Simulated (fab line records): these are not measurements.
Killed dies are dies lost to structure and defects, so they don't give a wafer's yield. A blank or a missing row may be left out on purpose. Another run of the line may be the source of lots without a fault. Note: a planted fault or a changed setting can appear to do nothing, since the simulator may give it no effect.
Problem report, 8D (eight disciplines) form, completed by code	flow sfq line	the parts of the form that need people (team, actions taken, sign-off) are left out

## 1. THE PROBLEM
thk nm at SFQ_TRILAYER_I3_METRO_MEASURE_083 reads a mean of 220.7 nm on 2 wafers of 2 lots; wafers without a fault read 199.6 nm with a standard deviation of 0.92. That is +23 standard deviations from the usual mean.
First observed at day 39 20:35: wafer L775.5, on film metro-02. Wafers with a number at this step in the record: 42, from 14 lots. By rule, "out" or "out of limits" means more than 4 standard deviations away from the usual mean. All remaining wafers that have a number are taken as sound.

## 2. WHAT IT IS AND WHAT IT IS NOT
question	is	is not
which readings at this step	thk nm	-
which lots	L775, L776	L771, L772, L781, L786, L787, L788, L789, L790, L791, L792, L793, L794
which wafers of those lots	L775.5, L776.5	L775.3, L775.4, L776.3, L776.4
read on which tools	film metro-02, film metro-04	film metro-01
when	from day 39 20:35	up to then (8 sound wafers); but 32 sound wafers of L776, L781, L786, L787, L788, L789, L790, L791, L792, L793, L794 came after

## 3. SUSPECTS, AND WHAT RULES EACH OUT
Counting: any tool at a process step up to the reading remains a suspect provided it ran every lot that is out. Sound lots after the first of them don't rule it out here, since some wafers of a struck lot are sound.
- cmp-02 at SFQ_TRILAYER_I3_CMP_CMP_082 (polishes SiO2): kept. It ran every lot that is out, first L775 (day 39 17:34).
Left after counting: cmp-02 at SFQ_TRILAYER_I3_CMP_CMP_082.

## 4. THE CAUSE (what the simulator had put in)
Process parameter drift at SFQ_TRILAYER_I3_CMP_CMP_082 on cmp-02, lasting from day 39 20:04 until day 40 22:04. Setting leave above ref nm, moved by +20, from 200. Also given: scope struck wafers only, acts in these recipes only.
Counting left only this tool.

## 5. SEQUENCE OF EFFECTS, ordered by route
Each row: a reading whose mean over the struck wafers that have a number lies more than 3 standard deviations from the usual. Readings are gone through only where the record gives a usual standard deviation; hours: the median, over the lots, of the time from a lot's start at the first step in this table giving one to that lot's start at this step; sigmas: the change measured in usual standard deviations.
hours	step	reading	usual	on struck wafers	change	sigmas
0	SFQ_TRILAYER_I3_METRO_MEASURE_083	thk nm	199.6 nm	220.7	+21.1	+23
5	SFQ_TRILAYER_I3_VIA_ETCH_VIA_ETCH_088	oes product au	0.853 a.u.	0.908	+0.055	+10
Here are the process steps it includes:
- SFQ_TRILAYER_I3_METRO_MEASURE_083
- SFQ_TRILAYER_I3_VIA_ETCH_VIA_ETCH_088: etches SiO2 in CHF3, stops on Nb, target depth 260 nm.
At these later measuring or inspecting steps, every struck wafer for which the step has a row has a number for every such reading, and none has moved that far: SFQ_I3_OVL_MEAS_923.

## 6. HOW IT WOULD HAVE BEEN CAUGHT EARLIER
In this record the first reading out of limits was taken at day 39 20:35, 1 hour after the fault began at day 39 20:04.
An alarm limit of 4 standard deviations would not have fired on the tool readings at SFQ_TRILAYER_I3_CMP_CMP_082 for which the record gives a usual standard deviation, since none of them was out on any struck wafer.
L776, from the lots that are out (2), started SFQ_TRILAYER_I3_CMP_CMP_082 on cmp-02 later than day 39 20:35. It would have been spared by a hold on the tool at that moment.
